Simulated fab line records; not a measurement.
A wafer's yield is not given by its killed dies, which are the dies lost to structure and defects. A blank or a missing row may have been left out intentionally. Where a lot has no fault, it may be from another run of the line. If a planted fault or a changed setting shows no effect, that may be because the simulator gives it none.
The tool behind it: which one? ; flow gf180mcu ; 72 wafers from 24 lots sampled at 5 of the route's 602 steps

## WHAT THE GAUGES SHOWED, per wafer
GF_CONTACT_CD_MEAS_14 targets a cd of 220 nm.
lot;measured;on;cd nm (nm)
L074;day 16 00:13;cd sem-01;221.9 222.4 222.3
L075;day 16 20:05;cd sem-02;218.4 217.2 217.9
L076;day 16 20:12;cd sem-01;221.5 221.2 221.8
L077;day 17 00:22;cd sem-01;219.2 219.5 219.6
L079;day 17 22:46;cd sem-02;218.1 220.1 217.8
L078;day 17 23:56;cd sem-02;219.1 219.4 218.9
L080;day 18 14:51;cd sem-02;219.1 220.1 219.1
L081;day 18 20:12;cd sem-01;218.6 218.8 218.0
L082;day 18 23:54;cd sem-01;219.4 221.0 220.4
L083;day 19 20:23;cd sem-02;218.4 218.3 219.7
L084;day 19 20:46;cd sem-01;220.5 219.9 221.3
L085;day 20 09:27;cd sem-01;219.8 220.4 219.8
L086;day 20 13:10;cd sem-01;221.6 220.5 221.5
L087;day 21 00:32;cd sem-01;219.8 221.5 220.3
L088;day 21 12:52;cd sem-01;218.5 218.8 219.3
L089;day 21 14:33;cd sem-01;215.4 217.1 216.4
L090;day 21 16:34;cd sem-02;221.2 219.7 220.6
L091;day 22 09:02;cd sem-01;221.1 221.5 224.1
L092;day 22 14:01;cd sem-01;220.0 220.3 220.2
L093;day 22 23:22;cd sem-01;220.0 219.3 220.1
L094;day 23 15:33;cd sem-01;220.4 220.9 219.3
L095;day 23 16:40;cd sem-02;217.1 219.3 218.7
L096;day 24 02:33;cd sem-02;218.8 219.3 217.5
L097;day 24 06:57;cd sem-01;219.8 218.9 219.0

GF_V3_THK_MEAS_03.
lot;measured;on;V3_CVD_02_THK (nm)
L074;day 21 07:57;film metro-03;831 850 844
L075;day 22 04:15;film metro-03;847 839 843
L076;day 22 03:53;film metro-03;860 851 861
L077;day 22 08:51;film metro-02;860 855 851
L079;day 23 07:40;film metro-03;849 854 870
L078;day 23 08:58;film metro-03;855 883 872
L080;day 23 20:46;film metro-02;845 868 856
L081;day 24 03:02;film metro-03;845 864 870
L082;day 24 06:12;film metro-02;836 842 849
L083;day 25 01:28;film metro-02;857 859 854
L084;day 25 02:37;film metro-02;846 859 873
L085;day 25 12:34;film metro-02;844 866 872
L086;day 25 14:54;film metro-02;869 852 864
L087;day 26 02:39;film metro-03;843 843 849
L088;day 26 11:50;film metro-01;834 854 869
L089;day 26 15:28;film metro-03;842 836 858
L090;day 26 16:00;film metro-03;849 846 856
L091;day 27 07:14;film metro-03;839 850 854
L092;day 27 09:52;film metro-02;849 871 857
L093;day 27 18:56;film metro-03;846 840 864
L094;day 28 10:15;film metro-03;847 858 861
L095;day 28 10:46;film metro-03;839 841 858
L096;day 28 17:36;film metro-01;847 840 869
L097;day 28 22:46;film metro-02;847 860 855

## WHAT TOOL EACH LOT RAN ON (gives the tool, then ch and the chambers of the sampled wafers, and finally the start)
lot;GF_SALICIDE_RTA_08;GF_M3_SPUTTER_02;GF_V3_CVD_02
L074;rtp anneal-02 ch 0, day 15 01:32;pvd sputter-01, day 20 06:25;pecvd-01 ch 1,2, day 21 07:53
L075;rtp anneal-01 ch 0, day 15 21:20;pvd sputter-02, day 21 03:57;pecvd-01 ch 0,1,2, day 22 04:11
L076;rtp anneal-02 ch 0, day 15 21:31;pvd sputter-01, day 21 03:26;pecvd-03 ch 1,2, day 22 03:49
L077;rtp anneal-02 ch 0, day 16 01:08;pvd sputter-01, day 21 08:13;pecvd-02 ch 0,1,2, day 22 08:47
L079;rtp anneal-02 ch 0, day 16 23:12;pvd sputter-01, day 22 07:03;pecvd-02 ch 0,1, day 23 07:35
L078;rtp anneal-01 ch 0, day 17 00:34;pvd sputter-04, day 22 08:39;pecvd-01 ch 0,1,2, day 23 08:53
L080;rtp anneal-02 ch 0, day 17 14:58;pvd sputter-02, day 22 21:25;pecvd-03 ch 0,1, day 23 20:42
L081;rtp anneal-02 ch 0, day 17 19:23;pvd sputter-04, day 23 03:04;pecvd-03 ch 0,1,2, day 24 02:58
L082;rtp anneal-01 ch 0, day 17 22:44;pvd sputter-02, day 23 06:58;pecvd-02 ch 0,2, day 24 06:07
L083;rtp anneal-01 ch 0, day 18 19:55;pvd sputter-02, day 24 02:34;pecvd-03 ch 0,1,2, day 25 01:24
L084;rtp anneal-01 ch 0, day 18 20:34;pvd sputter-04, day 24 03:12;pecvd-01 ch 1,2, day 25 02:31
L085;rtp anneal-02 ch 0, day 19 08:35;pvd sputter-02, day 24 13:51;pecvd-01 ch 0,1, day 25 12:29
L086;rtp anneal-01 ch 0, day 19 12:02;pvd sputter-01, day 24 16:08;pecvd-01 ch 0,1,2, day 25 14:50
L087;rtp anneal-02 ch 0, day 19 23:46;pvd sputter-04, day 25 04:03;pecvd-02 ch 0,1,2, day 26 02:34
L088;rtp anneal-02 ch 0, day 20 12:44;pvd sputter-04, day 25 13:49;pecvd-01 ch 0,1,2, day 26 11:46
L089;rtp anneal-01 ch 0, day 20 13:49;pvd sputter-04, day 25 17:28;pecvd-02 ch 0,1, day 26 15:24
L090;rtp anneal-01 ch 0, day 20 16:14;pvd sputter-02, day 25 18:47;pecvd-03 ch 0,1, day 26 15:56
L091;rtp anneal-01 ch 0, day 21 08:17;pvd sputter-02, day 26 09:25;pecvd-03 ch 1,2, day 27 07:09
L092;rtp anneal-01 ch 0, day 21 14:13;pvd sputter-02, day 26 12:11;pecvd-01 ch 0,1, day 27 09:47
L093;rtp anneal-01 ch 0, day 21 23:09;pvd sputter-01, day 26 21:10;pecvd-02 ch 0,1,2, day 27 18:52
L094;rtp anneal-01 ch 0, day 22 15:51;pvd sputter-01, day 27 13:16;pecvd-03 ch 0,1,2, day 28 10:11
L095;rtp anneal-02 ch 0, day 22 17:02;pvd sputter-01, day 27 13:40;pecvd-02 ch 1,2, day 28 10:42
L096;rtp anneal-02 ch 0, day 23 02:56;pvd sputter-01, day 27 20:43;pecvd-03 ch 0,1, day 28 17:32
L097;rtp anneal-01 ch 0, day 23 08:31;pvd sputter-04, day 28 02:18;pecvd-03 ch 0,1,2, day 28 22:41
- GF_SALICIDE_RTA_08: time 30 s.
- GF_M3_SPUTTER_02: material AlCu, target thk 450 nm, time 23.9 s.
- GF_V3_CVD_02: deposits SiO2 from TEOS, target thk 850 nm, time 94.851 s.

## AS READ BY THE TOOLS THEMSELVES (means over the sampled wafers that have a number; for cases with no such wafer, the mark the record gives instead)
GF_SALICIDE_RTA_08.
lot;tool;lamp power pct (%);wafer_temp_C_max
L074;rtp anneal-02;17.5;805.0
L075;rtp anneal-01;16.2;805.1
L076;rtp anneal-02;17.5;804.5
L077;rtp anneal-02;17.5;805.5
L079;rtp anneal-02;17.5;804.0
L078;rtp anneal-01;16.2;805.0
L080;rtp anneal-02;17.5;805.6
L081;rtp anneal-02;17.5;804.3
L082;rtp anneal-01;16.2;805.0
L083;rtp anneal-01;16.2;804.7
L084;rtp anneal-01;16.3;804.5
L085;rtp anneal-02;17.5;805.6
L086;rtp anneal-01;16.3;804.6
L087;rtp anneal-02;17.5;805.3
L088;rtp anneal-02;17.5;804.2
L089;rtp anneal-01;16.2;804.8
L090;rtp anneal-01;16.2;805.3
L091;rtp anneal-01;16.2;804.7
L092;rtp anneal-01;16.3;806.1
L093;rtp anneal-01;16.3;805.5
L094;rtp anneal-01;16.2;804.5
L095;rtp anneal-02;17.5;804.2
L096;rtp anneal-02;17.5;804.6
L097;rtp anneal-01;16.2;804.2

GF_M3_SPUTTER_02.
lot;tool;chamber pressure pa (Pa);throttle valve pct (%)
L074;pvd sputter-01;0.3995;29.4
L075;pvd sputter-02;0.3996;29.5
L076;pvd sputter-01;0.4007;29.5
L077;pvd sputter-01;0.3999;29.1
L079;pvd sputter-01;0.3993;28.7
L078;pvd sputter-04;0.4003;30.3
L080;pvd sputter-02;0.3998;29.0
L081;pvd sputter-04;0.3998;30.1
L082;pvd sputter-02;0.3995;29.5
L083;pvd sputter-02;0.3990;29.7
L084;pvd sputter-04;0.4015;30.4
L085;pvd sputter-02;0.4005;29.1
L086;pvd sputter-01;0.4002;29.9
L087;pvd sputter-04;0.3994;29.9
L088;pvd sputter-04;0.3997;29.8
L089;pvd sputter-04;0.4005;29.8
L090;pvd sputter-02;0.3994;29.6
L091;pvd sputter-02;0.3999;29.7
L092;pvd sputter-02;0.3993;29.8
L093;pvd sputter-01;0.3995;28.9
L094;pvd sputter-01;0.3999;29.5
L095;pvd sputter-01;0.3998;29.4
L096;pvd sputter-01;0.3991;29.3
L097;pvd sputter-04;0.3993;30.8

GF_V3_CVD_02.
lot;tool;heater power w (W)
L074;pecvd-01;538
L075;pecvd-01;598
L076;pecvd-03;687
L077;pecvd-02;657
L079;pecvd-02;786
L078;pecvd-01;593
L080;pecvd-03;654
L081;pecvd-03;711
L082;pecvd-02;649
L083;pecvd-03;683
L084;pecvd-01;566
L085;pecvd-01;569
L086;pecvd-01;555
L087;pecvd-02;691
L088;pecvd-01;555
L089;pecvd-02;831
L090;pecvd-03;695
L091;pecvd-03;669
L092;pecvd-01;612
L093;pecvd-02;714
L094;pecvd-03;756
L095;pecvd-02;809
L096;pecvd-03;665
L097;pecvd-03;690

## THE ANSWER, worked out from the rows above alone
Rule: what is usual is taken from the lots themselves. Put in order of their means at a reading, lots are off if they are a third of the lots or fewer, leave a main group of 4 or more, and stand apart from it by a gap of 3 or more times the standard deviation of the main group's means; of several such gaps the widest counts. Not used: any main group whose means are identical at the precision the tables above print for the reading. A lot without any number at a reading at which 4 lots or more have one is off too. Any other lot the step has rows for is counted as sound. The gauges are gone through in route order, then the tools' own readings, and for those a lot's mean is taken as printed above. At the first step where some lot is off, the reading lying furthest off is the one used; lots without a number count as furthest.
Nothing can be told from this: no lot is off at any reading shown.

## WHAT THE SIMULATOR HAD INSERTED
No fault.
